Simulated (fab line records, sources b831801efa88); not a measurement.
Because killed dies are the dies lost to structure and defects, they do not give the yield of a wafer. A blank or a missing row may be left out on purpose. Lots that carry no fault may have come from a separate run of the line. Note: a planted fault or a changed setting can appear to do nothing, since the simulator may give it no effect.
What tool caused it?	flow sky130	7 lots (21 wafers sampled), 1 step of a 708-step route

WHAT THE GAUGES READ, wafer by wafer
SKY_VT_ADJUST_HVTR_CD_MEAS_07: the cd target is 380 nm.
lot	measured	on	cd nm (nm)
L265	day 9 23:26	cd sem-01	382.3 382.1 381.6
L267	day 10 10:32	cd sem-01	378.9 377.0 378.3
L270	day 11 17:02	cd sem-01	376.3 377.6 377.1
L275	day 13 06:37	cd sem-01	379.4 379.3 378.3
L281	day 15 01:39	cd sem-01	384.1 382.4 382.5
L283	day 15 19:52	cd sem-02	379.2 382.2 383.2
L285	day 16 02:58	cd sem-01	377.3 377.7 376.0

WHAT TOOL EACH LOT RAN ON (gives the tool, then ch and the chambers of the sampled wafers, and finally the start)
Before these readings, the record contains no process step.

THE ANSWER, worked out from the rows above alone
Rule: the lots themselves supply what counts as usual. The widest of any qualifying gaps counts: lots, ordered by their means at a reading, are off when they make up no more than a third of the lots, leave a main group of 4 or more, and stand apart from it by 3 or more times the standard deviation of that group's means. If all means in a main group match to the digits the tables above print for the reading, that group is not used. A lot without any number at a reading at which 4 lots or more have one is off too. Where the step has rows for the other lots, those lots are counted as sound.
No lot is off on any of the readings shown, so nothing can be concluded from this.

WHAT THE SIMULATOR HAD PUT IN
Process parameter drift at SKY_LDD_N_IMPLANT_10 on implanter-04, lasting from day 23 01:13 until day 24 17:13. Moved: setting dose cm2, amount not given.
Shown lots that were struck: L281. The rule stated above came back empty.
